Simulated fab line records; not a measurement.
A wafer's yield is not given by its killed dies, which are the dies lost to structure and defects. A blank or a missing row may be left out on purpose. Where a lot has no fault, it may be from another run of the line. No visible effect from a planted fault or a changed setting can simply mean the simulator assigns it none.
A lot that was struck, set against a sound lot	flow gf180mcu	37 steps out of a route of 602
Sound: the wafers L569.4, L569.5, L569.6. Wafers L577.5, L577.6 were the ones struck. At the end, the cause is stated.
Per side, at each step with rows, come the tool, then ch with its chambers, and then its first start. Under that, the readings that differ: sound wafers	struck wafers	difference of the means	sigmas: that difference in standard deviations of wafers without a fault.
alike: a reading whose means differ by less than 2 such deviations, as well as words and numbers matching on both sides. not compared: withheld readings; readings where some wafer has no value; bounds like >300 that might hide an equal value; numbers whose values overlap and for which the record gives no deviation.
A row with sigmas, a row that says differs or no value, or rows on one side alone: a step with any of these is where the two part. Non-overlapping numbers with no deviation appear without sigmas and do not part them. A reading that every wafer of one side lacks parts them only if that side has two wafers or more.

first, 2 steps without rows for these wafers: GF_M3_PEB_12 (peb time 90 s); GF_M3_DEVELOP_13 (develop time 60 s).
GF_M3_CD_MEAS_14 targets a cd of 280 nm.
  sound on cdSem-02, day 24 16:21; struck on cdSem-01, day 27 14:11
  alike: cdNm
GF_M3_OVL_MEAS_15:
  sound on overlay-01, day 24 16:26; struck on overlay-01, day 27 14:15
  alike: M3_OVL
then, 1 step without rows for these wafers: GF_M3_METAL_ETCH_16 (etches the open film in Cl2/BCl3, stops on SiO2, target depth 750.8 nm, time 125.1 s).
GF_M3_STRIP_17: strips in O2/N2.
  sound on plasmaAsher-03 ch 0,1, day 24 16:37; struck on plasmaAsher-01 ch 0,1, day 27 14:28
  alike: drypumpMotorCurrentA, heaterPowerW, oesProductAu, stripTimeToEndpointS
  not compared: rfHoursCounterH
then, 3 steps without rows for these wafers: GF_M3_STRIP_18 (strips in post etch residue remover, time 1200 s); GF_M3_CLEAN_19 (cleans in DIW); GF_V3_CVD_00 (deposits SiO2, target thk 600 nm, time 100 s).
GF_V3_THK_MEAS_01:
  sound on filmMetro-03, day 24 17:13; struck on filmMetro-03, day 27 15:03
  alike: V3_CVD_00_THK
GF_V3_CVD_02: deposits SiO2 from TEOS, target thk 850 nm, time 94.851 s.
  sound on pecvd-04 ch 0,1,2, day 24 17:17; struck on pecvd-01 ch 0,2, day 27 15:06
  alike: heaterPowerW
GF_V3_THK_MEAS_03:
  sound on filmMetro-02, day 24 17:20; struck on filmMetro-03, day 27 15:11
  alike: V3_CVD_02_THK
GF_V3_CMP_04: polishes SiO2.
  sound on cmp-01 ch 1,2,3, day 24 17:28; struck on cmp-01 ch 2,3, day 27 15:24
reading	sound	struck	difference	sigmas
timeToEndpointS (s)	81 82 88	111 104	+24	+5
model.SiO2_of_V3_CVD_02.thkNm (nm)	631.9 632.1 632.7	567.6 567.8	-64.5	
  alike: motorCurrentA
GF_V3_BOW_MEAS_05:
  sound on filmMetro-02, day 24 17:44; struck on filmMetro-02, day 27 15:35
  alike: V3_BOW
then, 8 steps without rows for these wafers: GF_V3_DEHYDRATE_06 (time 60 s); GF_V3_HMDS_07 (prime time 60 s); GF_V3_COAT_08; GF_V3_COAT_09 (resist thk 1000 nm); GF_V3_SOFTBAKE_10 (time 60 s); GF_V3_EXPOSE_11 (exposes mask Via3, target cd 260 nm); GF_V3_PEB_12 (peb time 90 s); GF_V3_DEVELOP_13 (develop time 60 s).
GF_V3_CD_MEAS_14 targets a cd of 260 nm.
  sound on cdSem-01, day 25 15:18; struck on cdSem-02, day 28 11:27
  alike: cdNm
GF_V3_OVL_MEAS_15:
  sound on overlay-02, day 25 15:23; struck on overlay-02, day 28 11:31
  alike: V3_OVL
GF_V3_ETCH_16: etches BARC in N2/H2.
  sound on rieDiel-01 ch 1,2, day 25 15:23; struck on rieDiel-03 ch 0,3, day 28 11:33
  alike: drypumpMotorCurrentA, oesProductAu, throttleValvePct
GF_V3_ETCH_17: etches SiO2 in C4F8/O2/Ar, stops on TiN, target depth 635 nm.
  sound: rieDiel-01 ch 1,2; struck: rieDiel-03 ch 0,3
reading	sound	struck	difference	sigmas
oesProductAu (a.u.)	0.850 0.853 0.855	0.807 0.814	-0.042	-9
model.V3.featureDepthNm (nm)	631.9 632.1 632.7	567.6 567.8	-64.5	
model.etch.depthNm (nm)	631.9 632.1 632.7	567.6 567.8	-64.5	
GF_V3_STRIP_18: strips in O2/N2.
  sound on plasmaAsher-04 ch 0,1, day 25 15:34; struck on plasmaAsher-03 ch 0,1, day 28 11:43
  alike: drypumpMotorCurrentA, heaterPowerW, oesProductAu
  not compared: rfHoursCounterH
then, 4 steps without rows for these wafers: GF_V3_STRIP_19 (strips in post etch residue remover, time 1200 s); GF_V3_CLEAN_20 (cleans in DIW); GF_V3_SPUTTER_21 (material Ti, target thk 15 nm, time 80.02 s); GF_V3_SPUTTER_22 (material TiN, target thk 10 nm, time 40 s).
GF_V3_CVD_23: deposits W, target thk 350 nm, time 104.9 s.
  sound on cvdW-02 ch 0,1, day 25 16:11; struck on cvdW-02 ch 0,1, day 28 12:22
  alike: heaterPowerW
GF_V3_RS_MEAS_24: measures by four-point-probe.
  sound on filmMetro-02, day 25 16:20; struck on filmMetro-02, day 28 12:29
  alike: V3_W_RS
GF_V3_THK_MEAS_25: measures by xrf.
  sound on filmMetro-02, day 25 16:25; struck on filmMetro-02, day 28 12:34
  alike: V3_W_THK
GF_V3_CMP_26: polishes, stops on SiO2, t overpolish 15 s, target thk 0 nm.
  sound on cmp-01 ch 1,2, day 25 16:43; struck on cmp-02 ch 2,3, day 28 12:47
reading	sound	struck	difference	sigmas
model.SiO2_of_V3_CVD_02.thkNm (nm)	628.1 628.4 628.9	563.8 564	-64.6	
  alike: motorCurrentA
then, 1 step without rows for these wafers: GF_M4_SPUTTER_00 (material Ti, target thk 37.5 nm, time 150 s).
GF_PASSIVATION_PROBE_99:
  sound wafers here have rows in the record (prober-02, day 31 17:08); struck ones have none

WHERE THEY PART
Earliest at GF_V3_CMP_04; latest, in this record, at GF_PASSIVATION_PROBE_99.

WHY: the cause the simulator had injected
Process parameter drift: cmp-01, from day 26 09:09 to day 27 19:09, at GF_V3_CMP_04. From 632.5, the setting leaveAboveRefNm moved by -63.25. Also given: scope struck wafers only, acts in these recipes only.
